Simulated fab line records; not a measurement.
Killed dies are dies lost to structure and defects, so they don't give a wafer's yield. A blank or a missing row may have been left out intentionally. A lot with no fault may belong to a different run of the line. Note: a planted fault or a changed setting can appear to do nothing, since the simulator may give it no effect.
2 desks looking at one fault -- flow gf180mcu -- numbers are kept per desk, each desk with only its own; the story behind them comes last

## METROLOGY DESK
Means of the sampled wafers that have a number, per lot and without regard to the tool the lot ran on: this is what the gauges read. The brackets show how far a lot's mean lies from the usual mean; more than 4 standard deviations puts the lot out of limits, marked OUT.
Columns: A = POLY_GATE_CVD_00_THK at GF_POLY_GATE_THK_MEAS_01, usual 198.7 nm
lot,first seen here,A
L526,day 8 17:53,197.9
L527,day 8 19:34,201.1
L528,day 9 07:53,198.2
L529,day 9 11:43,199.8
L530,day 9 21:59,199.0
L531,day 10 03:46,197.9
L532,day 10 10:47,197.3
L533,day 10 21:18,195.7
L534,day 11 03:20,198.0
L541,day 13 03:16,250.7 (+29) OUT
L543,day 13 17:17,202.0
L544,day 14 01:01,198.6
L548,day 15 10:26,196.3
This desk's result: L541 out of limits, first on L541 (POLY_GATE_CVD_00_THK at GF_POLY_GATE_THK_MEAS_01), day 13 03:16. Within limits: L526, L527, L528, L529, L530, L531, L532, L533, L534, L543, L544, L548.

## DESK OF THE TOOL OWNER: lpcvd-01
The tool's own readings at GF_POLY_GATE_CVD_00 (deposits poly-Si, target thk 200 nm, time 1200 s): means of the sampled wafers that have a number, for each lot that ran on this tool. The brackets show how far a lot's mean lies from the usual mean; more than 4 standard deviations puts the lot out of limits, marked OUT.
Columns: A = spike-tc-bottom-C at GF_POLY_GATE_CVD_00, usual 641.9 C; B = spike-tc-centre-C at GF_POLY_GATE_CVD_00, usual 621.7 C; C = spike-tc-lower-C at GF_POLY_GATE_CVD_00, usual 619.8 C; D = zone-power-bottom-pct at GF_POLY_GATE_CVD_00, usual 13.3 %; E = zone-power-centre-pct at GF_POLY_GATE_CVD_00, usual 9.64 %; F = zone-power-lower-pct at GF_POLY_GATE_CVD_00, usual 8.5 %; G = zone-power-top-pct at GF_POLY_GATE_CVD_00, usual 19.1 %
lot,first seen here,A,B,C,D,E,F,G
L529,day 9 10:23,641.3,622.0,619.6,12.7,9.19,8.7,16.1
L532,day 10 09:26,642.0,623.0,622.0,13.1,9.95,8.9,19.4
L534,day 11 02:01,640.5,621.3,621.9,13.1,9.81,8.8,19.6
L541,day 13 01:56,631.3 (-8.2) OUT,614.8 (-4.9) OUT,677.8 (+36) OUT,8.8 (-7.0) OUT,4.50 (-18) OUT,18.8 (+17) OUT,15.9
This desk's finding: out of limits on L541; first on L541, day 13 01:56 (spike-tc-bottom-C at GF_POLY_GATE_CVD_00). Within limits: L529, L532, L534.

## BROUGHT TOGETHER
At day 13 01:56, on L541, the tool owner's desk was in a position to raise an alarm.
An alarm was possible from the metrology desk at day 13 03:16, on L541.
All the named lots went through GF_POLY_GATE_CVD_00 on lpcvd-01.

## WHAT THE SIMULATOR HAD INSERTED
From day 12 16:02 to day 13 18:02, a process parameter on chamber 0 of lpcvd-01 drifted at GF_POLY_GATE_CVD_00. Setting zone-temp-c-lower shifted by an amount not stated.
Struck lots among those shown: L541.
Counting hours from when the fault started, the first reading out of limits came at 10 for the tool owner's desk and at 11 for the metrology desk.
